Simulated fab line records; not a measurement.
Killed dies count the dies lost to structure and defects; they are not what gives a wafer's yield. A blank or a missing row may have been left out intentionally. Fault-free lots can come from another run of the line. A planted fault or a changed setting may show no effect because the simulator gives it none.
Which of the tools did it? :: flow gf180mcu :: 33 wafers from 11 lots sampled at 5 of the route's 602 steps

WHAT EACH GAUGE READ, for each wafer
GF_VT_IMPLANT_OVL_MEAS_18.
lot: L531
measured: day 6 09:49
on: overlay-01
VT_IMPLANT_01_OVL (nm): 2.0 0.9 2.1

lot: L532
measured: day 6 13:00
on: overlay-01
VT_IMPLANT_01_OVL (nm): 0.0 -0.6 0.2

lot: L536
measured: day 7 15:19
on: overlay-02
VT_IMPLANT_01_OVL (nm): -0.6 -0.5 -0.5

lot: L537
measured: day 7 22:59
on: overlay-01
VT_IMPLANT_01_OVL (nm): 0.2 1.6 0.6

lot: L538
measured: day 8 04:46
on: overlay-02
VT_IMPLANT_01_OVL (nm): -0.3 -0.8 1.0

lot: L546
measured: day 10 04:48
on: overlay-02
VT_IMPLANT_01_OVL (nm): 1.4 1.7 1.2

lot: L547
measured: day 10 11:17
on: overlay-01
VT_IMPLANT_01_OVL (nm): 1.4 -0.2 0.3

lot: L549
measured: day 10 23:27
on: overlay-02
VT_IMPLANT_01_OVL (nm): 0.0 -1.7 -1.4

lot: L551
measured: day 11 16:25
on: overlay-01
VT_IMPLANT_01_OVL (nm): -0.7 -1.1 -0.5

lot: L552
measured: day 11 19:51
on: overlay-01
VT_IMPLANT_01_OVL (nm): -0.9 -1.7 -2.5

lot: L554
measured: day 12 09:08
on: overlay-02
VT_IMPLANT_01_OVL (nm): 0.1 -0.6 0.0

GF_PSD_TW_MEAS_11.
lot: L531
measured: day 14 06:25
on: film metro-02
PSD_TW: 3197 3176 3191

lot: L532
measured: day 14 12:43
on: film metro-02
PSD_TW: 3189 3183 3205

lot: L536
measured: day 16 02:13
on: film metro-03
PSD_TW: 3218 3203 3214

lot: L537
measured: day 16 11:31
on: film metro-02
PSD_TW: 2647 2642 2659

lot: L538
measured: day 16 22:07
on: film metro-01
PSD_TW: 2625 2637 2633

lot: L546
measured: day 19 18:11
on: film metro-03
PSD_TW: 3187 3182 3211

lot: L547
measured: day 19 22:49
on: film metro-02
PSD_TW: 3201 3186 3184

lot: L549
measured: day 20 12:50
on: film metro-02
PSD_TW: 3188 3208 3188

lot: L551
measured: day 21 11:13
on: film metro-01
PSD_TW: 3211 3224 3211

lot: L552
measured: day 21 15:46
on: film metro-02
PSD_TW: 3216 3202 3212

lot: L554
measured: day 22 05:41
on: film metro-02
PSD_TW: 3203 3218 3214

GF_PSD_RS_MEAS_15: measures by four-point-probe.
lot: L531
measured: day 14 06:43
on: film metro-02
PSD_RS (ohm/sq): 108.31 108.96 108.47

lot: L532
measured: day 14 13:02
on: film metro-02
PSD_RS (ohm/sq): 108.93 108.88 108.59

lot: L536
measured: day 16 02:31
on: film metro-02
PSD_RS (ohm/sq): 108.91 108.76 108.72

lot: L537
measured: day 16 11:50
on: film metro-01
PSD_RS (ohm/sq): 178.69 179.04 177.87

lot: L538
measured: day 16 22:31
on: film metro-01
PSD_RS (ohm/sq): 180.48 180.54 180.32

lot: L546
measured: day 19 18:32
on: film metro-03
PSD_RS (ohm/sq): 108.21 107.91 107.97

lot: L547
measured: day 19 23:08
on: film metro-03
PSD_RS (ohm/sq): 108.29 108.38 108.37

lot: L549
measured: day 20 13:08
on: film metro-02
PSD_RS (ohm/sq): 108.82 108.44 108.50

lot: L551
measured: day 21 11:32
on: film metro-02
PSD_RS (ohm/sq): 108.39 108.32 108.67

lot: L552
measured: day 21 16:05
on: film metro-02
PSD_RS (ohm/sq): 108.18 108.34 108.30

lot: L554
measured: day 22 06:01
on: film metro-02
PSD_RS (ohm/sq): 108.54 108.57 108.93

WHAT TOOL EACH LOT RAN ON (gives the tool, then ch and the chambers of the sampled wafers, and finally the start)
lot: L531
GF_PSD_IMPLANT_09: implanter-02 ch 0, day 14 06:10
GF_PSD_STRIP_10: plasma asher-04 ch 0,1, day 14 06:19

lot: L532
GF_PSD_IMPLANT_09: implanter-03 ch 0, day 14 12:28
GF_PSD_STRIP_10: plasma asher-04 ch 0,1, day 14 12:37

lot: L536
GF_PSD_IMPLANT_09: implanter-02 ch 0, day 16 01:58
GF_PSD_STRIP_10: plasma asher-04 ch 0,1, day 16 02:07

lot: L537
GF_PSD_IMPLANT_09: implanter-03 ch 0, day 16 11:17
GF_PSD_STRIP_10: plasma asher-02 ch 0, day 16 11:25

lot: L538
GF_PSD_IMPLANT_09: implanter-03 ch 0, day 16 21:52
GF_PSD_STRIP_10: plasma asher-01 ch 1, day 16 22:01

lot: L546
GF_PSD_IMPLANT_09: implanter-01 ch 0, day 19 17:56
GF_PSD_STRIP_10: plasma asher-01 ch 0,1, day 19 18:05

lot: L547
GF_PSD_IMPLANT_09: implanter-03 ch 0, day 19 22:35
GF_PSD_STRIP_10: plasma asher-04 ch 0,1, day 19 22:43

lot: L549
GF_PSD_IMPLANT_09: implanter-03 ch 0, day 20 12:35
GF_PSD_STRIP_10: plasma asher-01 ch 0,1, day 20 12:44

lot: L551
GF_PSD_IMPLANT_09: implanter-01 ch 0, day 21 10:58
GF_PSD_STRIP_10: plasma asher-02 ch 0,1, day 21 11:07

lot: L552
GF_PSD_IMPLANT_09: implanter-01 ch 0, day 21 15:32
GF_PSD_STRIP_10: plasma asher-01 ch 0,1, day 21 15:40

lot: L554
GF_PSD_IMPLANT_09: implanter-01 ch 0, day 22 05:27
GF_PSD_STRIP_10: plasma asher-01 ch 0,1, day 22 05:34
- GF_PSD_IMPLANT_09
- GF_PSD_STRIP_10: strips in O2/N2.

AS READ BY THE TOOLS THEMSELVES (means over the sampled wafers that have a number; for cases with no such wafer, the mark the record gives instead)
GF_PSD_IMPLANT_09.
lot: L531
tool: implanter-02
dose ions cm2: 1.4994e+15
end station pressure torr (Torr): 1.19e-05
faraday current uA: 8402
tilt deg (degrees): 6.997

lot: L532
tool: implanter-03
dose ions cm2: 1.5005e+15
end station pressure torr (Torr): 1.21e-05
faraday current uA: 8147
tilt deg (degrees): 7.000

lot: L536
tool: implanter-02
dose ions cm2: 1.5007e+15
end station pressure torr (Torr): 1.25e-05
faraday current uA: 8074
tilt deg (degrees): 6.997

lot: L537
tool: implanter-03
dose ions cm2: 6.7423e+14
end station pressure torr (Torr): 8.07e-06
faraday current uA: 3836
tilt deg (degrees): 7.003

lot: L538
tool: implanter-03
dose ions cm2: 6.7360e+14
end station pressure torr (Torr): 7.87e-06
faraday current uA: 3725
tilt deg (degrees): 6.991

lot: L546
tool: implanter-01
dose ions cm2: 1.4993e+15
end station pressure torr (Torr): 1.15e-05
faraday current uA: 8234
tilt deg (degrees): 6.978

lot: L547
tool: implanter-03
dose ions cm2: 1.5000e+15
end station pressure torr (Torr): 1.23e-05
faraday current uA: 8343
tilt deg (degrees): 6.980

lot: L549
tool: implanter-03
dose ions cm2: 1.5009e+15
end station pressure torr (Torr): 1.14e-05
faraday current uA: 8184
tilt deg (degrees): 6.998

lot: L551
tool: implanter-01
dose ions cm2: 1.4994e+15
end station pressure torr (Torr): 1.12e-05
faraday current uA: 8240
tilt deg (degrees): 6.991

lot: L552
tool: implanter-01
dose ions cm2: 1.4993e+15
end station pressure torr (Torr): 1.15e-05
faraday current uA: 8304
tilt deg (degrees): 7.015

lot: L554
tool: implanter-01
dose ions cm2: 1.4990e+15
end station pressure torr (Torr): 1.20e-05
faraday current uA: 8387
tilt deg (degrees): 7.004

GF_PSD_STRIP_10.
lot: L531
tool: plasma asher-04
drypump motor current A (A): 6.2
heater power w (W): 302
oes product au (a.u.): 0.585
strip time to endpoint s (s): 16.49

lot: L532
tool: plasma asher-04
drypump motor current A (A): 6.2
heater power w (W): 306
oes product au (a.u.): 0.594
strip time to endpoint s (s): 16.51

lot: L536
tool: plasma asher-04
drypump motor current A (A): 6.2
heater power w (W): 303
oes product au (a.u.): 0.589
strip time to endpoint s (s): 16.47

lot: L537
tool: plasma asher-02
drypump motor current A (A): 5.9
heater power w (W): 314
oes product au (a.u.): 0.654
strip time to endpoint s (s): 14.20

lot: L538
tool: plasma asher-01
drypump motor current A (A): 6.0
heater power w (W): 345
oes product au (a.u.): 0.650
strip time to endpoint s (s): 14.18

lot: L546
tool: plasma asher-01
drypump motor current A (A): 5.4
heater power w (W): 332
oes product au (a.u.): 0.593
strip time to endpoint s (s): 16.51

lot: L547
tool: plasma asher-04
drypump motor current A (A): 6.2
heater power w (W): 296
oes product au (a.u.): 0.591
strip time to endpoint s (s): 16.54

lot: L549
tool: plasma asher-01
drypump motor current A (A): 5.7
heater power w (W): 339
oes product au (a.u.): 0.591
strip time to endpoint s (s): 16.49

lot: L551
tool: plasma asher-02
drypump motor current A (A): 5.7
heater power w (W): 337
oes product au (a.u.): 0.589
strip time to endpoint s (s): 16.53

lot: L552
tool: plasma asher-01
drypump motor current A (A): 5.7
heater power w (W): 339
oes product au (a.u.): 0.589
strip time to endpoint s (s): 16.50

lot: L554
tool: plasma asher-01
drypump motor current A (A): 5.5
heater power w (W): 332
oes product au (a.u.): 0.590
strip time to endpoint s (s): 16.54

THE ANSWER, worked out from the rows above alone
Rule: the lots themselves supply what counts as usual. Put in order of their means at a reading, lots are off if they are a third of the lots or fewer, leave a main group of 4 or more, and stand apart from it by a gap of 3 or more times the standard deviation of the main group's means; of several such gaps the widest counts. A main group whose means are all the same, to the digits that the tables above print for the reading, isn't used. Also off: a lot with no number at a reading for which 4 or more lots have one. Where the step has rows for the other lots, those lots are counted as sound. After the gauges, taken in route order, come the tools' own readings; for these a lot's mean is taken, as printed above. At the first step where some lot is off, the reading lying furthest off is the one used; lots without a number count as furthest.
Off: at GF_PSD_TW_MEAS_11 (PSD_TW), L537, L538. The main group has a mean of 3201 with a standard deviation of 10.
A tool fits if, at a process step before that reading, it ran every lot that is off, and no sound lot after the first of them. The gauges at GF_PSD_TW_MEAS_11 aren't tried: what is off there is off at GF_PSD_IMPLANT_09 too, on other tools, and a gauge's error can't cause that. Of those tried, none fits.

WHAT THE SIMULATOR PUT IN
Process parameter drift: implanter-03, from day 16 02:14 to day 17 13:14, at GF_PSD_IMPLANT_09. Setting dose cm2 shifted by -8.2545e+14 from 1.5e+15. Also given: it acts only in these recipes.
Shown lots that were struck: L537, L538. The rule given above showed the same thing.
